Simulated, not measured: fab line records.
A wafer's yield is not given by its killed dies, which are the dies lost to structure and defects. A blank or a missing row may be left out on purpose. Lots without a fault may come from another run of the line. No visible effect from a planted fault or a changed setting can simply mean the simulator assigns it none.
fab line records + flow gf180mcu
record
- lots=15
- wafers=45
- lastDay=34
route steps=602 shown V2@407 M3@423 V3@434
lots with no fault: from the same line, run without faults
startH: start of the lot's first displayed wafer, in hours after the record's first day + waitH: how many hours have passed since the lot's step before this one + " same as the row above + L1.1+2: one row covering several wafers at once + - value missing, or start not given + * or withheld: withheld + < > ~ a bound
route shown NAME@n: names a module that has steps shown in the file, with the first one's number in the route + usual: the fault-free wafers' mean and standard deviation + same: alike in all rows + chamber/n: place in a boat + sites: per-site readings + _std_site: their standard deviation + _edge_site: inner sites' mean taken away from outer sites' mean + radiusMm: how far each site lies from the wafer's centre + mask NAME#n: copy n + behind: the last tool/chamber to shape the wafer + hold: the reason the lot was held/the length of the hold in hours/how it ended + device: names the non-switching transistor (n, p or np) + end of line: the route-end tests of the same wafers + a step given without rows: its recipe and nothing more + killed: dies that structure and defects cost at the first sort, which is not the same as the wafer's yield + map: per-die view of a wafer (x killed, . not killed, _ where there is no die)
set.NAME: the setting that was run; set.NAME@STEP: the one run at that earlier step + model.NAME: the simulator's own value behind a step, which no gauge read
one table for each step of the route and one row for each wafer, over a sample of lots
## steps
# step GF_V2_THK_MEAS_25
# recipe
- thkMeasGauge=xrf
- reads=W_of_V2_CVD_23
# usual
- V2_W_THK=350/5.8
| lot.wafer | tool         | chamber | startH | waitH | V2_W_THK[nm] |
|-----------|--------------|---------|--------|-------|--------------|
| L511.1    | filmMetro-02 | -       | 465.07 | 0.1   | 352          |
| L511.2    | "            | -       | "      | "     | 350          |
| L511.6    | "            | -       | "      | "     | 353          |
| L513.1    | filmMetro-01 | -       | 481.09 | 0.1   | 345          |
| L513.3    | "            | -       | "      | "     | 347          |
| L513.5    | "            | -       | "      | "     | 348          |
| L514.4    | filmMetro-01 | -       | 491.17 | 0.1   | 348          |
| L514.5    | "            | -       | "      | "     | 342          |
| L514.6    | "            | -       | "      | "     | 343          |
| L515.2    | filmMetro-01 | -       | 506.37 | 0.1   | 350          |
| L515.3    | "            | -       | "      | "     | 348          |
| L515.4    | "            | -       | "      | "     | 347          |
| L520.1    | filmMetro-02 | -       | 544.57 | 0.1   | 358          |
| L520.5    | "            | -       | "      | "     | 355          |
| L520.6    | "            | -       | "      | "     | 355          |
| L521.1    | filmMetro-02 | -       | 555.75 | 0.1   | 349          |
| L521.2    | "            | -       | "      | "     | 352          |
| L521.6    | "            | -       | "      | "     | 349          |
| L522.1    | filmMetro-01 | -       | 561.14 | 0.1   | 352          |
| L522.4    | "            | -       | "      | "     | 350          |
| L522.6    | "            | -       | "      | "     | 352          |
| L524.4    | filmMetro-02 | -       | 572.97 | 0.1   | 359          |
| L524.5    | "            | -       | "      | "     | 362          |
| L524.6    | "            | -       | "      | "     | 354          |
| L526.2    | filmMetro-03 | -       | 591.75 | 0.1   | 342          |
| L526.3    | "            | -       | "      | "     | 344          |
| L526.5    | "            | -       | "      | "     | 349          |
| L528.1    | filmMetro-03 | -       | 611.13 | 0.1   | 351          |
| L528.4    | "            | -       | "      | "     | 354          |
| L528.5    | "            | -       | "      | "     | 352          |
| L529.2    | filmMetro-03 | -       | 611.73 | 0.1   | 357          |
| L529.3    | "            | -       | "      | "     | 357          |
| L529.4    | "            | -       | "      | "     | 354          |
| L530.3    | filmMetro-02 | -       | 616.76 | 0.1   | 353          |
| L530.4    | "            | -       | "      | "     | 358          |
| L530.5    | "            | -       | "      | "     | 354          |
| L531.1    | filmMetro-02 | -       | 627.09 | 0.1   | 341          |
| L531.2    | "            | -       | "      | "     | 344          |
| L531.4    | "            | -       | "      | "     | 345          |
| L532.1    | filmMetro-03 | -       | 636.33 | 0.1   | 351          |
| L532.3    | "            | -       | "      | "     | 351          |
| L532.5    | "            | -       | "      | "     | 353          |
| L533.1    | filmMetro-02 | -       | 642.56 | 0.1   | 358          |
| L533.2    | "            | -       | "      | "     | 359          |
| L533.6    | "            | -       | "      | "     | 360          |
# step GF_M3_CD_MEAS_14
# recipe
- targetCdNm=280
# usual
- cdNm=280.3/1.3
| lot.wafer | tool     | chamber | startH | waitH | cdNm  |
|-----------|----------|---------|--------|-------|-------|
| L511.1    | cdSem-02 | -       | 489.72 | 0.1   | 279.6 |
| L511.2    | "        | -       | "      | "     | 278.2 |
| L511.6    | "        | -       | "      | "     | 279.6 |
| L513.1    | cdSem-02 | -       | 505.05 | 0.1   | 279.7 |
| L513.3    | "        | -       | "      | "     | 279.7 |
| L513.5    | "        | -       | "      | "     | 280.6 |
| L514.4    | cdSem-01 | -       | 515.48 | 0.1   | 277.5 |
| L514.5    | "        | -       | "      | "     | 277.9 |
| L514.6    | "        | -       | "      | "     | 279.2 |
| L515.2    | cdSem-02 | -       | 529.52 | 0.1   | 279.6 |
| L515.3    | "        | -       | "      | "     | 278.6 |
| L515.4    | "        | -       | "      | "     | 279.2 |
| L520.1    | cdSem-02 | -       | 566.80 | 0.1   | 280.5 |
| L520.5    | "        | -       | "      | "     | 280.8 |
| L520.6    | "        | -       | "      | "     | 281.1 |
| L521.1    | cdSem-01 | -       | 577.82 | 0.1   | 280.1 |
| L521.2    | "        | -       | "      | "     | 279.1 |
| L521.6    | "        | -       | "      | "     | 280.0 |
| L522.1    | cdSem-01 | -       | 582.85 | 0.1   | 280.0 |
| L522.4    | "        | -       | "      | "     | 280.9 |
| L522.6    | "        | -       | "      | "     | 279.7 |
| L524.4    | cdSem-02 | -       | 595.11 | 0.1   | 277.7 |
| L524.5    | "        | -       | "      | "     | 279.6 |
| L524.6    | "        | -       | "      | "     | 279.8 |
| L526.2    | cdSem-02 | -       | 613.04 | 0.1   | 281.0 |
| L526.3    | "        | -       | "      | "     | 279.6 |
| L526.5    | "        | -       | "      | "     | 277.9 |
| L528.1    | cdSem-01 | -       | 632.22 | 0.1   | 281.3 |
| L528.4    | "        | -       | "      | "     | 281.1 |
| L528.5    | "        | -       | "      | "     | 280.7 |
| L529.2    | cdSem-01 | -       | 632.92 | 0.1   | 281.0 |
| L529.3    | "        | -       | "      | "     | 279.3 |
| L529.4    | "        | -       | "      | "     | 280.9 |
| L530.3    | cdSem-01 | -       | 637.41 | 0.1   | 283.0 |
| L530.4    | "        | -       | "      | "     | 283.2 |
| L530.5    | "        | -       | "      | "     | 282.1 |
| L531.1    | cdSem-02 | -       | 647.97 | 0.1   | 281.4 |
| L531.2    | "        | -       | "      | "     | 281.8 |
| L531.4    | "        | -       | "      | "     | 280.5 |
| L532.1    | cdSem-02 | -       | 656.62 | 0.1   | 283.2 |
| L532.3    | "        | -       | "      | "     | 281.7 |
| L532.5    | "        | -       | "      | "     | 282.6 |
| L533.1    | cdSem-02 | -       | 661.80 | 0.1   | 282.0 |
| L533.2    | "        | -       | "      | "     | 281.8 |
| L533.6    | "        | -       | "      | "     | 281.6 |
# step GF_V3_BOW_MEAS_05
# recipe
- mode=bow
# usual
- V3_BOW=116/8.6
| lot.wafer | tool         | chamber | startH | waitH | V3_BOW[um] |
|-----------|--------------|---------|--------|-------|------------|
| L511.1    | filmMetro-04 | -       | 491.08 | 0.2   | 105        |
| L511.2    | "            | -       | "      | "     | 124        |
| L511.6    | "            | -       | "      | "     | 108        |
| L513.1    | filmMetro-04 | -       | 506.53 | 0.1   | 128        |
| L513.3    | "            | -       | "      | "     | 112        |
| L513.5    | "            | -       | "      | "     | 121        |
| L514.4    | filmMetro-04 | -       | 516.96 | 0.2   | 113        |
| L514.5    | "            | -       | "      | "     | 123        |
| L514.6    | "            | -       | "      | "     | 120        |
| L515.2    | filmMetro-01 | -       | 530.89 | 0.2   | 111        |
| L515.3    | "            | -       | "      | "     | 116        |
| L515.4    | "            | -       | "      | "     | 114        |
| L520.1    | filmMetro-01 | -       | 568.20 | 0.2   | 116        |
| L520.5    | "            | -       | "      | "     | 117        |
| L520.6    | "            | -       | "      | "     | 125        |
| L521.1    | filmMetro-02 | -       | 579.18 | 0.1   | 113        |
| L521.2    | "            | -       | "      | "     | 118        |
| L521.6    | "            | -       | "      | "     | 120        |
| L522.1    | filmMetro-04 | -       | 584.21 | 0.2   | 113        |
| L522.4    | "            | -       | "      | "     | 111        |
| L522.6    | "            | -       | "      | "     | 109        |
| L524.4    | filmMetro-04 | -       | 596.51 | 0.2   | 126        |
| L524.5    | "            | -       | "      | "     | 123        |
| L524.6    | "            | -       | "      | "     | 123        |
| L526.2    | filmMetro-04 | -       | 614.81 | 0.3   | 111        |
| L526.3    | "            | -       | "      | "     | 135        |
| L526.5    | "            | -       | "      | "     | 112        |
| L528.1    | filmMetro-01 | -       | 633.61 | 0.2   | 110        |
| L528.4    | "            | -       | "      | "     | 100        |
| L528.5    | "            | -       | "      | "     | 109        |
| L529.2    | filmMetro-01 | -       | 634.40 | 0.2   | 112        |
| L529.3    | "            | -       | "      | "     | 123        |
| L529.4    | "            | -       | "      | "     | 116        |
| L530.3    | filmMetro-04 | -       | 638.78 | 0.1   | 107        |
| L530.4    | "            | -       | "      | "     | 100        |
| L530.5    | "            | -       | "      | "     | 111        |
| L531.1    | filmMetro-04 | -       | 649.45 | 0.1   | 118        |
| L531.2    | "            | -       | "      | "     | 124        |
| L531.4    | "            | -       | "      | "     | 124        |
| L532.1    | filmMetro-01 | -       | 657.98 | 0.1   | 107        |
| L532.3    | "            | -       | "      | "     | 112        |
| L532.5    | "            | -       | "      | "     | 112        |
| L533.1    | filmMetro-04 | -       | 663.16 | 0.1   | 126        |
| L533.2    | "            | -       | "      | "     | 122        |
| L533.6    | "            | -       | "      | "     | 115        |
# step GF_V3_PEB_12
# recipe
- pebTempC=133.9
- pebTimeS=90
- resist=KrF
# usual
- chillPlateTempC=23.03/0.11
- exhaustPa=45.1/0.83
| lot.wafer | tool          | chamber | startH | waitH | chillPlateTempC | exhaustPa |
|-----------|---------------|---------|--------|-------|-----------------|-----------|
| L511.1    | lithoTrack-03 | 0       | 514.20 | -     | 23.10           | 45.1      |
| L511.2    | "             | 0       | "      | "     | 22.97           | 44.9      |
| L511.6    | "             | 0       | "      | "     | 23.06           | 44.8      |
| L513.1    | lithoTrack-02 | 0       | 528.19 | -     | 23.06           | 45.2      |
| L513.3    | "             | 0       | "      | "     | 23.16           | 45.4      |
| L513.5    | "             | 0       | "      | "     | 22.93           | 45.1      |
| L514.4    | lithoTrack-02 | 0       | 539.59 | -     | 22.93           | 45.8      |
| L514.5    | "             | 0       | "      | "     | 23.07           | 45.1      |
| L514.6    | "             | 0       | "      | "     | 22.88           | 45.3      |
| L515.2    | lithoTrack-03 | 0       | 552.54 | -     | 23.16           | 44.6      |
| L515.3    | "             | 0       | "      | "     | 23.27           | 45.7      |
| L515.4    | "             | 0       | "      | "     | 23.26           | 44.6      |
| L520.1    | lithoTrack-03 | -       | 589.55 | -     | -               | -         |
| L520.5    | "             | -       | "      | "     | -               | -         |
| L520.6    | "             | -       | "      | "     | -               | -         |
| L521.1    | lithoTrack-01 | -       | 600.27 | -     | -               | -         |
| L521.2    | "             | -       | "      | "     | -               | -         |
| L521.6    | "             | -       | "      | "     | -               | -         |
| L522.1    | lithoTrack-03 | -       | 605.15 | -     | -               | -         |
| L522.4    | "             | -       | "      | "     | -               | -         |
| L522.6    | "             | -       | "      | "     | -               | -         |
| L524.4    | lithoTrack-02 | 0       | 616.69 | -     | 23.12           | 45.6      |
| L524.5    | "             | 0       | "      | "     | 23.02           | 44.8      |
| L524.6    | "             | 0       | "      | "     | 23.21           | 44.5      |
| L526.2    | lithoTrack-01 | 0       | 634.40 | -     | 23.04           | 45.0      |
| L526.3    | "             | 0       | "      | "     | 23.02           | 44.3      |
| L526.5    | "             | 0       | "      | "     | 22.90           | 43.4      |
| L528.1    | lithoTrack-01 | 0       | 652.37 | -     | 23.25           | 43.5      |
| L528.4    | "             | 0       | "      | "     | 23.12           | 44.6      |
| L528.5    | "             | 0       | "      | "     | 22.93           | 45.1      |
| L529.2    | lithoTrack-02 | 0       | 653.87 | -     | 23.04           | 44.1      |
| L529.3    | "             | 0       | "      | "     | 23.01           | 45.5      |
| L529.4    | "             | 0       | "      | "     | 23.11           | 44.9      |
| L530.3    | lithoTrack-03 | 0       | 657.92 | -     | 23.00           | 44.8      |
| L530.4    | "             | 0       | "      | "     | 23.15           | 44.6      |
| L530.5    | "             | 0       | "      | "     | 23.02           | 44.2      |
| L531.1    | lithoTrack-03 | 0       | 668.00 | -     | 23.10           | 44.7      |
| L531.2    | "             | 0       | "      | "     | 22.99           | 45.4      |
| L531.4    | "             | 0       | "      | "     | 23.10           | 45.2      |
| L532.1    | lithoTrack-03 | 0       | 676.55 | -     | 23.05           | 45.2      |
| L532.3    | "             | 0       | "      | "     | 23.02           | 46.7      |
| L532.5    | "             | 0       | "      | "     | 23.06           | 45.6      |
| L533.1    | lithoTrack-03 | 0       | 681.65 | -     | 22.77           | 45.1      |
| L533.2    | "             | 0       | "      | "     | 22.97           | 45.0      |
| L533.6    | "             | 0       | "      | "     | 22.93           | 44.7      |
## key
firstSign
- step=GF_V3_PEB_12
- reading=toolRecord
- direction=missing
effect none on later readings
metAt GF_V3_PEB_12
struckLots L520,L521,L522
laterRowsLeftOut L520.1,L520.5,L520.6,L521.1,L521.2,L521.6,L522.1,L522.4,L522.6
sortLeftOut L520.1,L520.5,L520.6,L521.1,L521.2,L521.6,L522.1,L522.4,L522.6
notActingAt GF_V2_THK_MEAS_25,GF_M3_CD_MEAS_14,GF_V3_BOW_MEAS_05
onsetBetween 552.54 589.55
fault
- kind=skippedStepWhole
- tool=lithoTrack-01,lithoTrack-03
- chamber=-
- onsetH=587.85
- steps=GF_V3_PEB_12
- scope=struckLotsOnly
# sortLeftOut: the simulated sort isn't trusted on such a fault, so these wafers' sort isn't shown, and their yield isn't known
# laterRowsLeftOut: the simulator's readings of these wafers behind a module that went badly wrong aren't trusted and aren't shown, but for the sort
